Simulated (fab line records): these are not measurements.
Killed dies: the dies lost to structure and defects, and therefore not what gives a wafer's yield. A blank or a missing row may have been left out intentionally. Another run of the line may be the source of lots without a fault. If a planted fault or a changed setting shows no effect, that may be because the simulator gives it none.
A lot that was struck, set against a sound lot / flow gf180mcu / 32 steps out of a route of 602
Sound: these wafers, L228.2, L228.5, L228.6. The struck wafers were L241.1, L241.3, L241.5. At the end, the cause is stated.
Each step with rows lists, per side, the tool, then ch with its chambers, then its first start. Under that, the readings that differ: sound wafers / struck wafers / difference of the means / sigmas: that difference in standard deviations of wafers without a fault.
alike: readings whose means differ by less than 2 such deviations, and words and numbers that are the same on both sides. not compared: withheld readings, readings that some wafer has no value for, bounds like >300 that may hide the same value, and numbers for which the record gives no deviation and whose values overlap.
Wherever a step has rows on one side only, a row that says differs or no value, or a row with sigmas, the two part there. Non-overlapping numbers with no deviation appear without sigmas and do not part them. A reading missing from all wafers of one side parts the sides only when that side holds two or more wafers.

first, 5 steps without rows for these wafers: GF_SAB_ETCH_11 (etches SiO2 in C4F8/O2/Ar, target depth 55 nm, time 8.5 s); GF_SAB_WET_ETCH_12 (etches SiO2 in dHF, target depth 22 nm, time 440 s); GF_SAB_STRIP_13 (strips in O2/N2); GF_SALICIDE_CLEAN_00 (cleans in SC1/SC2, time 150 s); GF_SALICIDE_WET_ETCH_01 (etches SiO2 in dHF, target depth 5 nm, time 100 s).
GF_SALICIDE_SPUTTER_02: material Co, target thk 10 nm, time 20 s.
  sound: pvd_sputter-01 at day 16 10:08; struck: pvd_sputter-02 at day 21 00:18
  alike: cathode_dc_power_W, throttle_valve_pct
GF_SALICIDE_SPUTTER_03: material TiN, target thk 20 nm, time 16.7 s.
  sound: pvd_sputter-01 at day 16 10:10; struck: pvd_sputter-02 at day 21 00:20
  alike: cathode_dc_power_W, throttle_valve_pct
GF_SALICIDE_RS_MEAS_04: measures by four-point-probe.
  sound: film_metro-01 at day 16 10:13; struck: film_metro-04 at day 21 00:21
  alike: SALICIDE_TIN_RS
GF_SALICIDE_THK_MEAS_05: measures by xrf.
  sound: film_metro-01 at day 16 10:19; struck: film_metro-04 at day 21 00:28
  alike: SALICIDE_TIN_THK
then, 3 steps without rows for these wafers: GF_SALICIDE_RTA_06 (time 30 s); GF_SALICIDE_WET_ETCH_07 (etches the open film in SPM, target depth 120 nm); GF_SALICIDE_RTA_08 (time 30 s).
GF_CONTACT_CVD_00: deposits SiO2, target thk 300 nm, time 50 s.
  sound on hdpcvd-01 ch 0,2, day 16 10:46; struck on hdpcvd-01 ch 0,1,2, day 21 01:02
GF_CONTACT_THK_MEAS_01:
  sound: film_metro-04 at day 16 10:49; struck: film_metro-04 at day 21 01:05
reading=CONTACT_CVD_00_THK (nm); sound=292 293 294; struck=607 599 590; difference=+306; sigmas=+71
GF_CONTACT_CVD_02: deposits SiO2 from TEOS, target thk 860 nm, time 95.992 s.
  sound on pecvd-04 ch 0,1,2, day 16 10:52; struck on pecvd-02 ch 0,2, day 21 01:08
  alike: heater_power_w
GF_CONTACT_THK_MEAS_03:
  sound: film_metro-02 at day 16 10:57; struck: film_metro-02 at day 21 01:13
  alike: CONTACT_CVD_02_THK
GF_CONTACT_CMP_04: polishes SiO2.
  sound on cmp-01 ch 0,1, day 16 11:00; struck on cmp-02 ch 0,3, day 21 01:16
  alike: motor_current_A, slurry_filter_dp_kPa, time_to_endpoint_s
GF_CONTACT_BOW_MEAS_05:
  sound: film_metro-04 at day 16 11:19; struck: film_metro-04 at day 21 01:34
reading=CONTACT_BOW (um); sound=66 63 65; struck=83 85 83; difference=+19; sigmas=+3
then, 8 steps without rows for these wafers: GF_CONTACT_DEHYDRATE_06 (time 60 s); GF_CONTACT_HMDS_07 (prime time 60 s); GF_CONTACT_COAT_08; GF_CONTACT_COAT_09 (resist thk 1000 nm); GF_CONTACT_SOFTBAKE_10 (time 60 s); GF_CONTACT_EXPOSE_11 (exposes mask Contact, target cd 220 nm); GF_CONTACT_PEB_12 (peb time 90 s); GF_CONTACT_DEVELOP_13 (develop time 60 s).
GF_CONTACT_CD_MEAS_14: target cd 220 nm.
  sound: cd_sem-01 at day 17 10:31; struck: cd_sem-01 at day 22 01:36
  alike: cd_nm
GF_CONTACT_OVL_MEAS_15:
  sound: overlay-01 at day 17 10:37; struck: overlay-01 at day 22 01:43
reading=CONTACT_OVL (nm); sound=-4 -1 -1; struck=8 8 9; difference=+10; sigmas=+2
GF_CONTACT_ETCH_16: etches BARC in N2/H2.
  sound on rie_diel-03 ch 0,2, day 17 10:38; struck on rie_diel-01 ch 1,2,3, day 22 01:45
  alike: drypump_motor_current_A, oes_product_au, throttle_valve_pct
GF_CONTACT_ETCH_17: etches SiO2 in C4F8/O2/Ar, stops on CoSi2, target depth 860 nm.
  sound: rie_diel-03 ch 0,2; struck: rie_diel-01 ch 1,2,3
reading=oes_product_au (a.u.); sound=0.817 0.814 0.817; struck=0.967 0.970 0.959; difference=+0.149; sigmas=+30
reading=model.etch.depth_nm (nm); sound=854.9 854.7 856.6; struck=1167 1159 1152; difference=+304; sigmas=
reading=model.CONTACT.feature_depth_nm (nm); sound=854.9 854.7 856.6; struck=1167 1159 1152; difference=+304; sigmas=
then, 1 step without rows for these wafers: GF_CONTACT_STRIP_18 (strips in O2/N2).
-- the record jumps here: 12 days lie between the struck wafers' starts before and after (it left off in module CONTACT and takes up again in module PASSIVATION, whose first step shown is number 602 of the route) --
GF_PASSIVATION_PROBE_99:
  sound: prober-02 at day 30 11:41; struck: prober-01 at day 33 19:11
reading=model.etest.contact_nplus.rc_ohm; sound=5.057 5.038 5.034; struck=6.621 6.261 6.117; difference=+1.290; sigmas=
reading=model.etest.contact_pplus.rc_ohm; sound=4.96 5.045 5.075; struck=6.193 6.078 6.118; difference=+1.103; sigmas=
reading=model.etest.contact_poly.rc_ohm; sound=5.75 5.936 5.658; struck=7.232 7.002 6.725; difference=+1.205; sigmas=

== WHERE THEY PART ==
Earliest at GF_CONTACT_THK_MEAS_01; latest, in this record, at GF_CONTACT_ETCH_17.

WHY: what had been put in by the simulator
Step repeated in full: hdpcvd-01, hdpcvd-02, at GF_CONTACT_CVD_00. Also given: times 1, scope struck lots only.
